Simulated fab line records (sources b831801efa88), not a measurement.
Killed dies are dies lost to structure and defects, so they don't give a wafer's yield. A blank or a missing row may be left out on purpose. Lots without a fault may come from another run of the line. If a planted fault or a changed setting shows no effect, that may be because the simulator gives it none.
Which tool is to blame? | flow gf180mcu | 42 wafers from 14 lots sampled at 4 of the route's 602 steps

== WHAT EACH GAUGE READ, for each wafer ==
Not one reading of a measure or inspect step in the record can be checked against a usual standard deviation.

== WHICH TOOL RAN EACH LOT (tool, then ch and the chambers of the sampled wafers, then the start) ==
lot  | GF_V1_CVD_02                    | GF_V1_CMP_04                  | GF_V1_EXPOSE_11                   | GF_V1_ETCH_16
L881 | pecvd-02 ch 1,2, day 17 15:25   | cmp-01 ch 0,2,3, day 17 15:38 | krf scanner-02 ch 0, day 18 03:52 | rie diel-03 ch 0,1, day 18 15:32
L883 | pecvd-03 ch 0,1, day 18 07:22   | cmp-01 ch 0,1,3, day 18 07:38 | krf scanner-01 ch 0, day 18 20:32 | rie diel-03 ch 0,1, day 19 08:35
L884 | pecvd-04 ch 0,1, day 18 21:40   | cmp-01 ch 1,2,3, day 18 21:50 | krf scanner-02 ch 0, day 19 10:39 | rie diel-02 ch 0,2,3, day 19 23:20
L891 | pecvd-04 ch 0,1,2, day 21 18:05 | cmp-01 ch 1,2,3, day 21 18:13 | krf scanner-02, day 22 06:28      | rie diel-02 ch 1,2,3, day 22 17:56
L892 | pecvd-03 ch 0,1,2, day 21 20:27 | cmp-01 ch 1,2,3, day 21 20:40 | krf scanner-02, day 22 08:58      | rie diel-02 ch 0,1, day 22 20:35
L893 | pecvd-03 ch 0,2, day 22 03:56   | cmp-02 ch 1,2,3, day 22 04:04 | krf scanner-02 ch 0, day 22 15:55 | rie diel-03 ch 2,3, day 23 03:20
L894 | pecvd-02 ch 1,2, day 22 12:16   | cmp-01 ch 1,2,3, day 22 12:23 | krf scanner-02 ch 0, day 23 00:31 | rie diel-02 ch 1,2, day 23 12:02
L895 | pecvd-02 ch 0,1,2, day 22 20:13 | cmp-02 ch 0,2, day 22 20:24   | krf scanner-02 ch 0, day 23 08:29 | rie diel-02 ch 1,2, day 23 20:05
L897 | pecvd-04 ch 1,2, day 23 09:52   | cmp-02 ch 1,2,3, day 23 09:59 | krf scanner-02 ch 0, day 23 21:37 | rie diel-03 ch 0,1,3, day 24 07:41
L898 | pecvd-02 ch 0,1,2, day 24 02:34 | cmp-01 ch 0,1, day 24 03:03   | krf scanner-01 ch 0, day 24 13:29 | rie diel-02 ch 1,3, day 25 01:35
L899 | pecvd-02 ch 1,2, day 24 05:10   | cmp-02 ch 0,3, day 24 05:18   | krf scanner-02 ch 0, day 24 17:35 | rie diel-02 ch 0,1,3, day 25 04:05
L900 | pecvd-03 ch 0,1, day 24 07:30   | cmp-02 ch 0,3, day 24 07:41   | krf scanner-01 ch 0, day 24 19:38 | rie diel-01 ch 0,2,3, day 25 05:41
L902 | pecvd-02 ch 0,1,2, day 24 20:22 | cmp-01 ch 0,2,3, day 24 20:34 | krf scanner-02 ch 0, day 25 07:55 | rie diel-02 ch 0,1,2, day 25 18:32
L903 | pecvd-04 ch 0,1,2, day 25 04:20 | cmp-02 ch 0,1,3, day 25 05:23 | krf scanner-01 ch 0, day 25 16:05 | rie diel-01 ch 0,1,3, day 26 02:48
- GF_V1_CVD_02: deposits SiO2 from TEOS, target thk 850 nm, time 94.851 s.
- GF_V1_CMP_04: polishes SiO2.
- GF_V1_EXPOSE_11: exposes mask Via1, target cd 260 nm.
- GF_V1_ETCH_16: etches BARC in N2/H2.

== AS READ BY THE TOOLS THEMSELVES (means over the sampled wafers that have a number; for cases with no such wafer, the mark the record gives instead) ==
GF_V1_CVD_02. Usual: 659 W for heater power w, sd 130.
lot  | tool     | heater power w (W) | flag
L881 | pecvd-02 | 573                |
L883 | pecvd-03 | 577                |
L884 | pecvd-04 | 694                |
L891 | pecvd-04 | 640                |
L892 | pecvd-03 | 600                |
L893 | pecvd-03 | 647                |
L894 | pecvd-02 | 598                |
L895 | pecvd-02 | 700                |
L897 | pecvd-04 | 645                |
L898 | pecvd-02 | 611                |
L899 | pecvd-02 | 606                |
L900 | pecvd-03 | 618                |
L902 | pecvd-02 | 704                |
L903 | pecvd-04 | 604                |

GF_V1_CMP_04. Usual: motor current A 11.4 A, standard deviation 0.96; time to endpoint s 81 s, standard deviation 5.5.
lot  | tool   | motor current A (A) | time to endpoint s (s) | flag
L881 | cmp-01 | 10.5                | 80                     |
L883 | cmp-01 | 11.3                | 82                     |
L884 | cmp-01 | 11.7                | 82                     |
L891 | cmp-01 | 11.5                | 75                     |
L892 | cmp-01 | 11.3                | 83                     |
L893 | cmp-02 | 11.9                | 82                     |
L894 | cmp-01 | 11.7                | 78                     |
L895 | cmp-02 | 11.4                | 81                     |
L897 | cmp-02 | 11.9                | 82                     |
L898 | cmp-01 | 10.2                | 77                     |
L899 | cmp-02 | 12.0                | 84                     |
L900 | cmp-02 | 11.8                | 82                     |
L902 | cmp-01 | 11.1                | 82                     |
L903 | cmp-02 | 12.1                | 84                     |

GF_V1_EXPOSE_11. Usual: exposure dose mJ cm2 37.97, standard deviation 0.038; focus offset nm 0.0 nm, standard deviation 0.55.
lot  | tool           | exposure dose mJ cm2 | focus offset nm (nm) | flag
L881 | krf scanner-02 | 38.00                | 0.1                  |
L883 | krf scanner-01 | 37.98                | 0.7                  |
L884 | krf scanner-02 | 37.97                | 0.0                  |
L891 | krf scanner-02 | -                    | -                    | OFF
L892 | krf scanner-02 | -                    | -                    | OFF
L893 | krf scanner-02 | 38.02                | 0.3                  |
L894 | krf scanner-02 | 37.95                | -0.7                 |
L895 | krf scanner-02 | 37.97                | -0.2                 |
L897 | krf scanner-02 | 37.96                | -0.8                 |
L898 | krf scanner-01 | 37.96                | -0.2                 |
L899 | krf scanner-02 | 37.97                | 0.1                  |
L900 | krf scanner-01 | 38.03                | -0.2                 |
L902 | krf scanner-02 | 38.00                | -0.1                 |
L903 | krf scanner-01 | 37.97                | 0.3                  |

GF_V1_ETCH_16. Usual: drypump motor current A 5.6 A, standard deviation 0.44; n2 flow sccm 100.0 sccm, standard deviation 0.3; oes product au 0.855 a.u., standard deviation 0.0056; throttle valve pct 13.224 %, standard deviation 0.0099.
lot  | tool        | drypump motor current A (A) | n2 flow sccm (sccm) | oes product au (a.u.) | throttle valve pct (%) | flag
L881 | rie diel-03 | 5.8                         | 100.1               | 0.855                 | 13.219                 |
L883 | rie diel-03 | 5.9                         | 100.0               | 0.856                 | 13.227                 |
L884 | rie diel-02 | 5.4                         | 100.0               | 0.853                 | 13.227                 |
L891 | rie diel-02 | 5.3                         | 100.0               | 0.859                 | 13.224                 |
L892 | rie diel-02 | 5.8                         | 99.9                | 0.849                 | 13.227                 |
L893 | rie diel-03 | 6.1                         | 100.0               | 0.857                 | 13.218                 |
L894 | rie diel-02 | 5.4                         | 100.0               | 0.856                 | 13.225                 |
L895 | rie diel-02 | 5.2                         | 100.4               | 0.855                 | 13.226                 |
L897 | rie diel-03 | 6.1                         | 100.0               | 0.858                 | 13.226                 |
L898 | rie diel-02 | 5.5                         | 100.1               | 0.852                 | 13.228                 |
L899 | rie diel-02 | 5.7                         | 99.9                | 0.858                 | 13.220                 |
L900 | rie diel-01 | 5.4                         | 99.9                | 0.853                 | 13.223                 |
L902 | rie diel-02 | 5.5                         | 100.1               | 0.857                 | 13.229                 |
L903 | rie diel-01 | 5.6                         | 99.9                | 0.856                 | 13.224                 |

== THE ANSWER, worked out from the rows above alone ==
Rule: lot off if the mean of its wafers having a number is beyond 3 standard deviations from the usual mean. A lot without any number at a reading at which 4 lots or more have one is off too. All remaining lots with rows at the step are treated as sound. The gauges are gone through in route order, then the tools' own readings, and for those a lot's mean is taken as printed above. At the first step where some lot is off, the reading lying furthest off is the one used; lots without a number count as furthest.
Off at GF_V1_EXPOSE_11 (exposure dose mJ cm2): L891, L892. Without a number there: L891, L892.
A tool fits if, at that step or a process step before it, it ran every lot that is off, and no sound lot after the first of them. None of those tried fits.

== WHAT HAD BEEN PUT IN BY THE SIMULATOR ==
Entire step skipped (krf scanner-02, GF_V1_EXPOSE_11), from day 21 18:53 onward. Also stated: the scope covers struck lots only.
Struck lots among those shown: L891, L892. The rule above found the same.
